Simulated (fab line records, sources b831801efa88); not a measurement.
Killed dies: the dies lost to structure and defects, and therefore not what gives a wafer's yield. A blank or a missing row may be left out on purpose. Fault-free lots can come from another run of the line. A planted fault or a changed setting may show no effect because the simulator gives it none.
Check for tools in common + flow gf180mcu + Lots sampled 13, wafers sampled 39

REASON IT WAS OPENED
At GF_VT_IMPLANT_TW_MEAS_21 the reading VT_IMPLANT_2_TW is flagged on 3 of 13 lots. Fault-free wafers read 1216, with a standard deviation of 6.7.
Rule: a lot gets a flag if all its wafers with a number sit over 4 standard deviations from that mean, or if no wafer of it has a number. As for the other lots, they are considered sound.

| lot  | measured     | on            | VT_IMPLANT_2_TW, wafer by wafer | flag    |
|------|--------------|---------------|---------------------------------|---------|
| L992 | day 6 12:44  | film_metro-01 | 1225 1217 1220                  |         |
| L994 | day 6 22:56  | film_metro-02 | 918 921 917                     | FLAGGED |
| L997 | day 7 17:19  | film_metro-02 | 925 923 919                     | FLAGGED |
| L998 | day 8 00:22  | film_metro-02 | 916 919 919                     | FLAGGED |
| L103 | day 9 09:44  | film_metro-02 | 1219 1211 1213                  |         |
| L106 | day 10 05:50 | film_metro-02 | 1222 1220 1219                  |         |
| L108 | day 10 18:54 | film_metro-01 | 1219 1218 1224                  |         |
| L107 | day 10 19:23 | film_metro-03 | 1193 1192 1201                  |         |
| L109 | day 11 00:02 | film_metro-01 | 1219 1215 1222                  |         |
| L110 | day 11 05:47 | film_metro-01 | 1217 1219 1219                  |         |
| L112 | day 11 20:00 | film_metro-01 | 1214 1224 1220                  |         |
| L113 | day 12 03:33 | film_metro-01 | 1215 1216 1217                  |         |
| L114 | day 12 12:32 | film_metro-01 | 1217 1221 1217                  |         |
On average the flagged lots' numbers are 920, which is -296 against the usual, or -44 standard deviations.

WHICH TOOL EACH LOT WENT THROUGH
The record keeps 1 process step preceding the reading, out of 602 steps on the route. Read each cell as the tool, then ch plus the chambers that the sampled wafers visited, then the start.
| lot  | flag    | GF_VT_IMPLANT_IMPLANT_19        |
|------|---------|---------------------------------|
| L992 |         | implanter-02 ch 0, day 6 12:29  |
| L994 | FLAGGED | implanter-02 ch 0, day 6 22:41  |
| L997 | FLAGGED | implanter-02 ch 0, day 7 17:06  |
| L998 | FLAGGED | implanter-02 ch 0, day 8 00:10  |
| L103 |         | implanter-03 ch 0, day 9 09:29  |
| L106 |         | implanter-01 ch 0, day 10 05:35 |
| L108 |         | implanter-03 ch 0, day 10 18:41 |
| L107 |         | implanter-02 ch 0, day 10 19:10 |
| L109 |         | implanter-03 ch 0, day 10 23:47 |
| L110 |         | implanter-02 ch 0, day 11 05:32 |
| L112 |         | implanter-02 ch 0, day 11 19:45 |
| L113 |         | implanter-03 ch 0, day 12 03:19 |
| L114 |         | implanter-03 ch 0, day 12 12:17 |
These steps, and what they do:
- GF_VT_IMPLANT_IMPLANT_19
- GF_VT_IMPLANT_TW_MEAS_21

FLAGGED OVER TOTAL, TOOL BY TOOL (the gauges that took the reading come last)
| step                     | tool          | lots run | flagged | share of the flagged lots | sound lots run after its first flagged lot |
|--------------------------|---------------|----------|---------|---------------------------|--------------------------------------------|
| GF_VT_IMPLANT_IMPLANT_19 | implanter-01  | 1        | 0       | none                      | -                                          |
| GF_VT_IMPLANT_IMPLANT_19 | implanter-02  | 7        | 3       | all                       | 3 (L107,L110,L112)                         |
| GF_VT_IMPLANT_IMPLANT_19 | implanter-03  | 5        | 0       | none                      | -                                          |
| GF_VT_IMPLANT_TW_MEAS_21 | film_metro-01 | 7        | 0       | none                      | -                                          |
| GF_VT_IMPLANT_TW_MEAS_21 | film_metro-02 | 5        | 3       | all                       | 2 (L103,L106)                              |
| GF_VT_IMPLANT_TW_MEAS_21 | film_metro-03 | 1        | 0       | none                      | -                                          |

THE TABLE: WHAT IT ALLOWS
2 rows of the table ran every flagged lot: implanter-02 at GF_VT_IMPLANT_IMPLANT_19, film_metro-02 at GF_VT_IMPLANT_TW_MEAS_21.
- implanter-02 at GF_VT_IMPLANT_IMPLANT_19: 3 of its 7 lots flagged. Sound lots ran on it after the first flagged one (L107, L110, L112), which a lasting fault on the whole tool wouldn't allow. Its own readings (dose_ions_cm2, faraday_current_uA) fall more than 4 standard deviations out on all wafers of the flagged lots.
- film_metro-02 at GF_VT_IMPLANT_TW_MEAS_21: 3 of its 5 lots flagged. Sound lots ran on it after the first flagged one (L103, L106), which a lasting fault on the whole tool wouldn't allow.
None of the table's rows ran every flagged lot and, after the first, no sound lot.

WHAT THE SIMULATOR HAD INSERTED
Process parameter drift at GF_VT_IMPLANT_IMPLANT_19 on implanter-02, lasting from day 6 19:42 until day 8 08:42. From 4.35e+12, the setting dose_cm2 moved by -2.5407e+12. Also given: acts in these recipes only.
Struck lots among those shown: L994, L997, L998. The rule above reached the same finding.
